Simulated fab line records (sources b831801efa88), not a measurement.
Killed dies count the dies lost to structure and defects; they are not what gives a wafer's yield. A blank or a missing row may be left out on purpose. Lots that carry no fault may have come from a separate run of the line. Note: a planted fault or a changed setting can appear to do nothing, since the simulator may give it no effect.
The tool behind it: which one? + flow sky130 + 14 lots, 42 wafers sampled, at 4 steps of a route of 708

## WHAT THE GAUGES SHOWED, per wafer
Not one reading of a measure or inspect step in the record can be checked against a usual standard deviation.

## WHICH TOOL RAN EACH LOT (tool, then ch and the chambers of the sampled wafers, then the start)
| lot  | SKY_CONTACT_CVD_24            | SKY_METAL1_DEVELOP_14             | SKY_METAL1_METAL_ETCH_19          | SKY_METAL1_STRIP_20                  |
|------|-------------------------------|-----------------------------------|-----------------------------------|--------------------------------------|
| L362 | cvd w-02 ch 0,1, day 32 00:35 | litho track-03 ch 0, day 33 04:00 | rie metal-04 ch 0,1, day 33 04:41 | plasma asher-01 ch 0,1, day 33 04:47 |
| L364 | cvd w-02 ch 1, day 32 18:36   | litho track-02 ch 0, day 33 21:00 | rie metal-01 ch 0,1, day 33 22:08 | plasma asher-03 ch 0,1, day 33 22:13 |
| L366 | cvd w-01 ch 0,1, day 33 02:37 | litho track-02 ch 0, day 34 06:00 | rie metal-01 ch 0,1, day 34 06:28 | plasma asher-01 ch 0,1, day 34 06:33 |
| L367 | cvd w-01 ch 0,1, day 34 03:46 | litho track-03 ch 0, day 35 06:00 | rie metal-02 ch 0,1, day 35 06:25 | plasma asher-03 ch 0,1, day 35 06:31 |
| L369 | cvd w-02 ch 0,1, day 34 05:12 | litho track-01 ch 0, day 35 08:00 | rie metal-02 ch 0,1, day 35 09:10 | plasma asher-01 ch 0,1, day 35 09:15 |
| L370 | cvd w-01 ch 0,1, day 34 20:56 | litho track-01 ch 0, day 36 00:00 | rie metal-02 ch 0,1, day 36 00:25 | plasma asher-01 ch 0,1, day 36 00:30 |
| L372 | cvd w-01 ch 0,1, day 35 03:14 | litho track-02 ch 0, day 36 06:00 | rie metal-04 ch 0,1, day 36 06:47 | plasma asher-02 ch 0,1, day 36 06:52 |
| L371 | cvd w-01 ch 0,1, day 35 04:41 | litho track-01 ch 0, day 36 07:00 | rie metal-02 ch 0,1, day 36 08:14 | plasma asher-02 ch 0,1, day 36 08:19 |
| L373 | cvd w-01 ch 0,1, day 35 07:29 | litho track-02 ch 0, day 36 10:00 | rie metal-01 ch 0,1, day 36 10:32 | plasma asher-02 ch 0,1, day 36 10:37 |
| L374 | cvd w-01 ch 0,1, day 36 02:25 | litho track-03 ch 0, day 37 05:00 | rie metal-02 ch 0,1, day 37 05:50 | plasma asher-03 ch 0,1, day 37 05:56 |
| L375 | cvd w-02 ch 0,1, day 36 03:09 | litho track-03, day 37 06:00      | rie metal-01 ch 0,1, day 37 06:49 | plasma asher-02 ch 0,1, day 37 06:55 |
| L376 | cvd w-02 ch 0,1, day 36 08:56 | litho track-01, day 37 12:00      | rie metal-04 ch 0,1, day 37 12:47 | plasma asher-01 ch 0,1, day 37 12:52 |
| L383 | cvd w-01 ch 0,1, day 38 12:04 | litho track-02 ch 0, day 39 13:00 | rie metal-01 ch 0,1, day 39 14:19 | plasma asher-02 ch 0,1, day 39 14:25 |
| L384 | cvd w-02 ch 0,1, day 39 06:27 | litho track-03 ch 0, day 40 08:00 | rie metal-04 ch 0,1, day 40 08:38 | plasma asher-01 ch 0,1, day 40 08:44 |
- SKY_CONTACT_CVD_24: deposits W, target thk 340 nm, time 102.12 s.
- SKY_METAL1_DEVELOP_14: develop time 60 s.
- SKY_METAL1_METAL_ETCH_19: etches the open film in Cl2/BCl3, stops on SiO2, target depth 360 nm, time 78 s.
- SKY_METAL1_STRIP_20: strips in O2/N2.

## AS READ BY THE TOOLS THEMSELVES (means over the sampled wafers that have a number; for cases with no such wafer, the mark the record gives instead)
SKY_CONTACT_CVD_24. Usual: chamber pressure Torr 39.99 Torr, standard deviation 0.09; heater power outer w 516 W, standard deviation 72; heater power w 854 W, standard deviation 95.
| lot  | tool     | chamber pressure Torr (Torr) | heater power outer w (W) | heater power w (W) | flag |
|------|----------|------------------------------|--------------------------|--------------------|------|
| L362 | cvd w-02 | 39.97                        | 544                      | 873                |      |
| L364 | cvd w-02 | 40.03                        | 578                      | 923                |      |
| L366 | cvd w-01 | 39.93                        | 541                      | 883                |      |
| L367 | cvd w-01 | 39.97                        | 492                      | 842                |      |
| L369 | cvd w-02 | 39.89                        | 531                      | 876                |      |
| L370 | cvd w-01 | 40.04                        | 499                      | 836                |      |
| L372 | cvd w-01 | 40.03                        | 501                      | 850                |      |
| L371 | cvd w-01 | 39.94                        | 541                      | 898                |      |
| L373 | cvd w-01 | 39.92                        | 542                      | 884                |      |
| L374 | cvd w-01 | 40.02                        | 540                      | 900                |      |
| L375 | cvd w-02 | 40.03                        | 493                      | 808                |      |
| L376 | cvd w-02 | 40.06                        | 488                      | 810                |      |
| L383 | cvd w-01 | 39.96                        | 544                      | 898                |      |
| L384 | cvd w-02 | 39.96                        | 529                      | 861                |      |

SKY_METAL1_DEVELOP_14. Usual: 22.99 C for chill plate temp C, sd 0.11.
| lot  | tool           | chill plate temp C (C) | flag |
|------|----------------|------------------------|------|
| L362 | litho track-03 | 23.05                  |      |
| L364 | litho track-02 | 22.90                  |      |
| L366 | litho track-02 | 22.89                  |      |
| L367 | litho track-03 | 23.02                  |      |
| L369 | litho track-01 | 23.01                  |      |
| L370 | litho track-01 | 22.91                  |      |
| L372 | litho track-02 | 22.91                  |      |
| L371 | litho track-01 | 23.04                  |      |
| L373 | litho track-02 | 22.92                  |      |
| L374 | litho track-03 | 22.92                  |      |
| L375 | litho track-03 | -                      | OFF  |
| L376 | litho track-01 | -                      | OFF  |
| L383 | litho track-02 | 22.99                  |      |
| L384 | litho track-03 | 23.09                  |      |

SKY_METAL1_METAL_ETCH_19. Usual: drypump motor current A 5.48 A, standard deviation 0.25; oes product au 0.853 a.u., standard deviation 0.0065; rf fwd power W 894.0 W, standard deviation 3; throttle valve pct 22.264 %, standard deviation 0.0093.
| lot  | tool         | drypump motor current A (A) | oes product au (a.u.) | rf fwd power W (W) | throttle valve pct (%) | flag |
|------|--------------|-----------------------------|-----------------------|--------------------|------------------------|------|
| L362 | rie metal-04 | 5.32                        | 0.849                 | 895.2              | 22.259                 |      |
| L364 | rie metal-01 | 5.19                        | 0.857                 | 890.2              | 22.255                 |      |
| L366 | rie metal-01 | 5.19                        | 0.853                 | 893.9              | 22.257                 |      |
| L367 | rie metal-02 | 5.74                        | 0.848                 | 892.4              | 22.254                 |      |
| L369 | rie metal-02 | 5.73                        | 0.856                 | 894.8              | 22.264                 |      |
| L370 | rie metal-02 | 5.76                        | 0.856                 | 894.1              | 22.266                 |      |
| L372 | rie metal-04 | 5.32                        | 0.850                 | 888.4              | 22.267                 |      |
| L371 | rie metal-02 | 5.77                        | 0.850                 | 890.7              | 22.265                 |      |
| L373 | rie metal-01 | 5.22                        | 0.855                 | 898.6              | 22.269                 |      |
| L374 | rie metal-02 | 5.73                        | 0.858                 | 891.0              | 22.265                 |      |
| L375 | rie metal-01 | 5.19                        | 0.855                 | 895.2              | 22.258                 |      |
| L376 | rie metal-04 | 5.31                        | 0.843                 | 894.9              | 22.266                 |      |
| L383 | rie metal-01 | 5.20                        | 0.853                 | 892.2              | 22.265                 |      |
| L384 | rie metal-04 | 5.34                        | 0.858                 | 894.6              | 22.269                 |      |

SKY_METAL1_STRIP_20. Usual: drypump motor current A 6.0 A, standard deviation 0.42; oes product au 0.343 a.u., standard deviation 0.005; strip time to endpoint s 2.70 s, standard deviation 0.041.
| lot  | tool            | drypump motor current A (A) | oes product au (a.u.) | strip time to endpoint s (s) | flag |
|------|-----------------|-----------------------------|-----------------------|------------------------------|------|
| L362 | plasma asher-01 | 6.0                         | 0.344                 | 2.70                         |      |
| L364 | plasma asher-03 | 5.5                         | 0.346                 | 2.71                         |      |
| L366 | plasma asher-01 | 5.8                         | 0.343                 | 2.70                         |      |
| L367 | plasma asher-03 | 5.3                         | 0.345                 | 2.66                         |      |
| L369 | plasma asher-01 | 5.9                         | 0.341                 | 2.68                         |      |
| L370 | plasma asher-01 | 6.0                         | 0.343                 | 2.69                         |      |
| L372 | plasma asher-02 | 6.4                         | 0.344                 | 2.77                         |      |
| L371 | plasma asher-02 | 6.3                         | 0.343                 | 2.68                         |      |
| L373 | plasma asher-02 | 6.4                         | 0.334                 | 2.61                         |      |
| L374 | plasma asher-03 | 5.3                         | 0.345                 | 2.64                         |      |
| L375 | plasma asher-02 | 6.3                         | 0.353                 | 2.83                         | OFF  |
| L376 | plasma asher-01 | 6.0                         | 0.349                 | 2.90                         | OFF  |
| L383 | plasma asher-02 | 6.3                         | 0.341                 | 2.67                         |      |
| L384 | plasma asher-01 | 6.0                         | 0.345                 | 2.72                         |      |

## THE ANSWER, worked out from the rows above alone
Rule: a lot counts as off when the mean over its wafers that have a number is more than 3 standard deviations away from the usual mean. Also off: a lot with no number at a reading for which 4 or more lots have one. The other lots that the step has rows for count as sound. First the gauges in route order, then the tools' own readings, where a lot's mean is used as printed above. The first step at which some lot is off is used, and at that step the reading that is off furthest; a lot without a number counts as furthest.
Off at SKY_METAL1_DEVELOP_14 (chill plate temp C): L375, L376. Without a number there: L375, L376.
If a tool, at that step or one of the process steps before it, ran each lot that is off and ran no sound lot following the first of them, it fits. No candidate that was tried fits.

## WHAT WAS PUT IN BY THE SIMULATOR
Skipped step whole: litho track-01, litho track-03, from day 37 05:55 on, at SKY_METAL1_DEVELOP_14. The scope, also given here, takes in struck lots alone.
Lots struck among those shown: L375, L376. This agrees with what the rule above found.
